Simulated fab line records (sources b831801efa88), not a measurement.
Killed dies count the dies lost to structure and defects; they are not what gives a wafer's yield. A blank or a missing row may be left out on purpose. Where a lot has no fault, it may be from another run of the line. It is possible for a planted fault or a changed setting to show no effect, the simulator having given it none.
8D (eight disciplines) problem report, filled in by code    flow gf180mcu    the parts of the form that need people (team, actions taken, sign-off) are left out

## 1. THE PROBLEM
Wafers without a fault read 124 s, standard deviation 6.7; time-to-endpoint-s at GF_STI_CMP_25 reads a mean of 231 s on 3 wafers belonging to 3 lots. Relative to the usual mean, that is a shift of +16 standard deviations.
The step: polishes, stops on Si3N4, t overpolish 33 s, target thk 524.6 nm.
Seen first at day 5 13:28 on cmp-01, wafer L922.2. The record has a number at this step for 39 wafers belonging to 14 lots. Rule for "out", or "out of limits": more than 4 standard deviations from the usual mean. The other wafers with a number count as sound.

## 2. WHAT THIS IS AND IS NOT
question                     is                      is not
which readings at this step  time-to-endpoint-s      motor-current-A, overpolish-run-s, slurry-flow-ml-min
which lots                   L922, L923, L924        L906, L907, L908, L909, L910, L911, L912, L913, L914, L915, L929
which wafers of those lots   L922.2, L923.2, L924.3  L922.4, L923.4, L924.4
read on which tools          cmp-01                  cmp-02
when                         from day 5 13:28        up to then (31 sound wafers); but 5 sound wafers of L923, L924, L929 came after

## 3. SUSPECTS, AND WHAT RULES EACH OUT
Counting: a tool at a process step up to the reading stays a suspect if it ran every lot that is out. Sound lots after the first of them don't rule it out here, since some wafers of a struck lot are sound.
- cmp-01 at GF_STI_CMP_25 (polishes, stops on Si3N4, t overpolish 33 s, target thk 524.6 nm): kept. Ran every lot that is out, first one L922 (day 5 13:28); last sound lot up to then L915 (day 4 01:43). Its own readings are out on those wafers: time-to-endpoint-s.
- Within cmp-01 at GF_STI_CMP_25: the wafers that are out ran in chambers 0, 2; their sound lot-mates ran in chamber 1.
The count leaves cmp-01 at GF_STI_CMP_25.

## 4. THE CAUSE (what the simulator had put in)
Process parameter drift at GF_STI_CMP_25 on cmp-01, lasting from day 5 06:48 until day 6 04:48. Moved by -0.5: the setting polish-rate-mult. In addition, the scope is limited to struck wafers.
After counting, this tool was the only one left.

## 5. THE EFFECT CHAIN, in route order
Each row: a reading where the mean over the struck wafers with a number is more than 3 standard deviations away from the usual. Only readings whose record carries a usual standard deviation are examined. hours: median over the lots of the time between each lot's start at the first step of this table that gives one and its start at this step. sigmas: the change, counted in usual standard deviations.
hours  step           reading             usual  on struck wafers  change  sigmas
0      GF_STI_CMP_25  time-to-endpoint-s  124 s  231               +107    +16
Process steps it contains:
- GF_STI_CMP_25: polishes, stops on Si3N4, t overpolish 33 s, target thk 524.6 nm.
Later measuring or inspecting steps at which every struck wafer that the step has a row for has a number for every such reading, and none has moved that far: GF_LVPWELL_OVL_MEAS_07, GF_VT_IMPLANT_OVL_MEAS_18.

## 6. WHAT WOULD HAVE CAUGHT IT SOONER
First out-of-limits reading in this record: day 5 13:28, which is 7 hours after fault onset at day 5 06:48.
